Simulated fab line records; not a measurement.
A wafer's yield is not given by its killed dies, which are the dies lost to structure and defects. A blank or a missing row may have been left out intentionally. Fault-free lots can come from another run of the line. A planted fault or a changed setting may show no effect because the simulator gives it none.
The tool behind it: which one? / flow gf180mcu / 12 lots with 36 wafers sampled at 6 steps, on a route of 602 steps

## WHAT THE GAUGES READ, wafer by wafer
GF_CONTACT_CD_MEAS_14 targets a cd of 220 nm. Usual: cdNm 220.0 nm, standard deviation 1.3.
lot=L816; measured=day 16 16:08; on=cdSem-01; cdNm (nm)=222.1 222.5 221.7; flag=
lot=L818; measured=day 17 11:08; on=cdSem-02; cdNm (nm)=218.1 219.3 218.9; flag=
lot=L819; measured=day 17 21:55; on=cdSem-02; cdNm (nm)=221.4 220.8 220.1; flag=
lot=L820; measured=day 18 06:11; on=cdSem-02; cdNm (nm)=221.2 220.6 221.3; flag=
lot=L822; measured=day 18 22:04; on=cdSem-02; cdNm (nm)=220.0 220.4 220.9; flag=
lot=L824; measured=day 19 20:24; on=cdSem-01; cdNm (nm)=217.8 218.5 218.7; flag=
lot=L825; measured=day 20 06:29; on=cdSem-01; cdNm (nm)=219.8 219.6 221.4; flag=
lot=L826; measured=day 20 10:46; on=cdSem-01; cdNm (nm)=221.1 219.8 219.3; flag=
lot=L831; measured=day 22 03:40; on=cdSem-02; cdNm (nm)=217.3 218.8 217.2; flag=
lot=L832; measured=day 22 15:01; on=cdSem-02; cdNm (nm)=218.9 219.6 218.5; flag=
lot=L833; measured=day 22 20:31; on=cdSem-02; cdNm (nm)=220.1 221.6 220.0; flag=
lot=L837; measured=day 24 04:24; on=cdSem-01; cdNm (nm)=219.3 220.2 218.9; flag=

GF_V1_THK_MEAS_01. Usual: for V1_CVD_00_THK the level is 599 nm and the standard deviation is 6.9.
lot=L816; measured=day 17 17:59; on=filmMetro-01; V1_CVD_00_THK (nm)=601 605 597; flag=
lot=L818; measured=day 18 13:28; on=filmMetro-01; V1_CVD_00_THK (nm)=603 598 591; flag=
lot=L819; measured=day 19 01:46; on=filmMetro-02; V1_CVD_00_THK (nm)=611 603 611; flag=
lot=L820; measured=day 19 09:10; on=filmMetro-01; V1_CVD_00_THK (nm)=600 596 610; flag=
lot=L822; measured=day 20 01:10; on=filmMetro-02; V1_CVD_00_THK (nm)=606 601 607; flag=
lot=L824; measured=day 20 22:30; on=filmMetro-01; V1_CVD_00_THK (nm)=596 591 598; flag=
lot=L825; measured=day 21 08:48; on=filmMetro-04; V1_CVD_00_THK (nm)=603 596 593; flag=
lot=L826; measured=day 21 12:50; on=filmMetro-01; V1_CVD_00_THK (nm)=599 604 602; flag=
lot=L831; measured=day 23 05:03; on=filmMetro-02; V1_CVD_00_THK (nm)=592 606 599; flag=
lot=L832; measured=day 23 16:01; on=filmMetro-02; V1_CVD_00_THK (nm)=596 600 599; flag=
lot=L833; measured=day 23 21:04; on=filmMetro-01; V1_CVD_00_THK (nm)=593 591 597; flag=
lot=L837; measured=day 25 04:46; on=filmMetro-01; V1_CVD_00_THK (nm)=601 608 603; flag=

GF_V1_THK_MEAS_03. Usual: for V1_CVD_02_THK the level is 845 nm and the standard deviation is 12.
lot=L816; measured=day 17 18:07; on=filmMetro-04; V1_CVD_02_THK (nm)=844 855 851; flag=
lot=L818; measured=day 18 13:35; on=filmMetro-04; V1_CVD_02_THK (nm)=833 858 854; flag=
lot=L819; measured=day 19 01:54; on=filmMetro-04; V1_CVD_02_THK (nm)=837 836 852; flag=
lot=L820; measured=day 19 09:17; on=filmMetro-02; V1_CVD_02_THK (nm)=824 842 848; flag=
lot=L822; measured=day 20 01:18; on=filmMetro-01; V1_CVD_02_THK (nm)=861 859 861; flag=
lot=L824; measured=day 20 22:38; on=filmMetro-02; V1_CVD_02_THK (nm)=842 852 865; flag=
lot=L825; measured=day 21 08:56; on=filmMetro-02; V1_CVD_02_THK (nm)=832 845 837; flag=
lot=L826; measured=day 21 12:58; on=filmMetro-04; V1_CVD_02_THK (nm)=846 847 864; flag=
lot=L831; measured=day 23 05:11; on=filmMetro-02; V1_CVD_02_THK (nm)=860 1006 854; flag=OFF
lot=L832; measured=day 23 16:09; on=filmMetro-01; V1_CVD_02_THK (nm)=843 861 855; flag=
lot=L833; measured=day 23 21:11; on=filmMetro-01; V1_CVD_02_THK (nm)=970 994 846; flag=OFF
lot=L837; measured=day 25 04:53; on=filmMetro-02; V1_CVD_02_THK (nm)=817 830 831; flag=

GF_V1_CD_MEAS_14 targets a cd of 260 nm. Usual: cdNm 259.9 nm, standard deviation 1.4.
lot=L816; measured=day 18 18:23; on=cdSem-01; cdNm (nm)=260.9 260.8 260.4; flag=
lot=L818; measured=day 19 14:22; on=cdSem-01; cdNm (nm)=259.8 258.3 259.3; flag=
lot=L819; measured=day 20 02:39; on=cdSem-01; cdNm (nm)=259.9 259.9 259.4; flag=
lot=L820; measured=day 20 10:23; on=cdSem-01; cdNm (nm)=256.2 256.2 257.1; flag=
lot=L822; measured=day 21 01:43; on=cdSem-01; cdNm (nm)=260.6 260.7 260.9; flag=
lot=L824; measured=day 21 22:59; on=cdSem-01; cdNm (nm)=260.0 259.2 259.3; flag=
lot=L825; measured=day 22 08:49; on=cdSem-02; cdNm (nm)=260.0 258.9 260.7; flag=
lot=L826; measured=day 22 12:21; on=cdSem-01; cdNm (nm)=260.5 259.9 261.8; flag=
lot=L831; measured=day 24 03:39; on=cdSem-02; cdNm (nm)=262.1 263.0 261.3; flag=
lot=L832; measured=day 24 15:03; on=cdSem-02; cdNm (nm)=261.3 260.9 261.3; flag=
lot=L833; measured=day 24 19:06; on=cdSem-01; cdNm (nm)=260.5 260.5 260.8; flag=
lot=L837; measured=day 26 03:00; on=cdSem-02; cdNm (nm)=258.8 259.0 258.1; flag=

## TOOL THAT RAN EACH LOT (tool first, then ch and the chambers of the sampled wafers, then the start)
lot=L816; GF_V1_CVD_02=pecvd-03 ch 0,1,2, day 17 18:02; GF_V1_CMP_04=cmp-02 ch 0,1, day 17 18:10
lot=L818; GF_V1_CVD_02=pecvd-04 ch 0,1,2, day 18 13:31; GF_V1_CMP_04=cmp-01 ch 1,2,3, day 18 13:38
lot=L819; GF_V1_CVD_02=pecvd-04 ch 0,2, day 19 01:50; GF_V1_CMP_04=cmp-02 ch 2,3, day 19 01:58
lot=L820; GF_V1_CVD_02=pecvd-02 ch 0,1, day 19 09:13; GF_V1_CMP_04=cmp-01 ch 0,2,3, day 19 09:26
lot=L822; GF_V1_CVD_02=pecvd-03 ch 0,1,2, day 20 01:14; GF_V1_CMP_04=cmp-02 ch 0,3, day 20 01:25
lot=L824; GF_V1_CVD_02=pecvd-04 ch 1,2, day 20 22:32; GF_V1_CMP_04=cmp-01 ch 1,2, day 20 22:40
lot=L825; GF_V1_CVD_02=pecvd-03 ch 0,2, day 21 08:51; GF_V1_CMP_04=cmp-01 ch 0,2,3, day 21 08:59
lot=L826; GF_V1_CVD_02=pecvd-03 ch 0,1,2, day 21 12:54; GF_V1_CMP_04=cmp-01 ch 1,3, day 21 13:10
lot=L831; GF_V1_CVD_02=pecvd-04 ch 0,1, day 23 05:07; GF_V1_CMP_04=cmp-02 ch 0,2,3, day 23 05:14
lot=L832; GF_V1_CVD_02=pecvd-03 ch 0,1, day 23 16:04; GF_V1_CMP_04=cmp-01 ch 0,1,3, day 23 16:17
lot=L833; GF_V1_CVD_02=pecvd-04 ch 0,1,2, day 23 21:06; GF_V1_CMP_04=cmp-02 ch 0,2,3, day 23 21:20
lot=L837; GF_V1_CVD_02=pecvd-02 ch 0,1,2, day 25 04:48; GF_V1_CMP_04=cmp-02 ch 0,1,3, day 25 05:02
- GF_V1_CVD_02: deposits SiO2 from TEOS, target thk 850 nm, time 94.851 s.
- GF_V1_CMP_04: polishes SiO2.

## AS READ BY THE TOOLS THEMSELVES (means over the sampled wafers that have a number; for cases with no such wafer, the mark the record gives instead)
GF_V1_CVD_02. Usual: heaterPowerOuterW 366 W, standard deviation 58; heaterPowerW 616 W, standard deviation 91; runLengthS 122.5 s, standard deviation 0.63.
lot=L816; tool=pecvd-03; heaterPowerOuterW (W)=318; heaterPowerW (W)=579; runLengthS (s)=123.0; flag=
lot=L818; tool=pecvd-04; heaterPowerOuterW (W)=402; heaterPowerW (W)=661; runLengthS (s)=122.3; flag=
lot=L819; tool=pecvd-04; heaterPowerOuterW (W)=353; heaterPowerW (W)=567; runLengthS (s)=121.8; flag=
lot=L820; tool=pecvd-02; heaterPowerOuterW (W)=325; heaterPowerW (W)=551; runLengthS (s)=122.7; flag=
lot=L822; tool=pecvd-03; heaterPowerOuterW (W)=372; heaterPowerW (W)=649; runLengthS (s)=122.7; flag=
lot=L824; tool=pecvd-04; heaterPowerOuterW (W)=433; heaterPowerW (W)=716; runLengthS (s)=122.5; flag=
lot=L825; tool=pecvd-03; heaterPowerOuterW (W)=370; heaterPowerW (W)=597; runLengthS (s)=122.8; flag=
lot=L826; tool=pecvd-03; heaterPowerOuterW (W)=347; heaterPowerW (W)=608; runLengthS (s)=122.7; flag=
lot=L831; tool=pecvd-04; heaterPowerOuterW (W)=373; heaterPowerW (W)=605; runLengthS (s)=127.6; flag=OFF
lot=L832; tool=pecvd-03; heaterPowerOuterW (W)=361; heaterPowerW (W)=628; runLengthS (s)=122.3; flag=
lot=L833; tool=pecvd-04; heaterPowerOuterW (W)=400; heaterPowerW (W)=668; runLengthS (s)=133.2; flag=OFF
lot=L837; tool=pecvd-02; heaterPowerOuterW (W)=369; heaterPowerW (W)=598; runLengthS (s)=122.9; flag=

GF_V1_CMP_04. Usual: motorCurrentA 12.0 A, standard deviation 1.1; timeToEndpointS 79 s, standard deviation 5.7.
lot=L816; tool=cmp-02; motorCurrentA (A)=11.4; timeToEndpointS (s)=81; flag=
lot=L818; tool=cmp-01; motorCurrentA (A)=12.5; timeToEndpointS (s)=77; flag=
lot=L819; tool=cmp-02; motorCurrentA (A)=10.6; timeToEndpointS (s)=83; flag=
lot=L820; tool=cmp-01; motorCurrentA (A)=12.1; timeToEndpointS (s)=75; flag=
lot=L822; tool=cmp-02; motorCurrentA (A)=11.9; timeToEndpointS (s)=89; flag=
lot=L824; tool=cmp-01; motorCurrentA (A)=12.4; timeToEndpointS (s)=84; flag=
lot=L825; tool=cmp-01; motorCurrentA (A)=12.1; timeToEndpointS (s)=79; flag=
lot=L826; tool=cmp-01; motorCurrentA (A)=12.8; timeToEndpointS (s)=83; flag=
lot=L831; tool=cmp-02; motorCurrentA (A)=11.1; timeToEndpointS (s)=105; flag=OFF
lot=L832; tool=cmp-01; motorCurrentA (A)=12.5; timeToEndpointS (s)=82; flag=
lot=L833; tool=cmp-02; motorCurrentA (A)=10.7; timeToEndpointS (s)=114; flag=OFF
lot=L837; tool=cmp-02; motorCurrentA (A)=12.4; timeToEndpointS (s)=75; flag=

## THE ANSWER, worked out from the rows above alone
Rule: take the mean of a lot's wafers that have a number; if it is more than 3 standard deviations from the usual mean, the lot is off. Also off: a lot with no number at a reading for which 4 or more lots have one. All remaining lots with rows at the step are treated as sound. First the gauges in route order, then the tools' own readings, where a lot's mean is used as printed above. The first step at which some lot is off is used, and at that step the reading that is off furthest; a lot without a number counts as furthest.
Off: at GF_V1_THK_MEAS_03 (V1_CVD_02_THK), L831, L833.
If a tool, at a process step before that reading, ran all the lots that are off and no sound lot after the first of them, it fits. The gauges at GF_V1_THK_MEAS_03 aren't tried: what is off there is off at GF_V1_CVD_02 too, on other tools, and a gauge's error can't cause that. One candidate fits, namely pecvd-04 at GF_V1_CVD_02. Its last sound lot is L824 (day 20 22:32), its first lot that is off L831 (day 23 05:07): a fault that began between those two fits.
On the lots that are off, the tool's own readings at GF_V1_CVD_02 differ by more than 5 times the standard deviation of the sound lots' means, which bears it out; runLengthS reads 130.4 s there versus 122.6 s on the sound lots.

## WHAT THE SIMULATOR HAD PUT IN
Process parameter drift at GF_V1_CVD_02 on pecvd-04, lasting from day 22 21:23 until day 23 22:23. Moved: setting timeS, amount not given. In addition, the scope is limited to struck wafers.
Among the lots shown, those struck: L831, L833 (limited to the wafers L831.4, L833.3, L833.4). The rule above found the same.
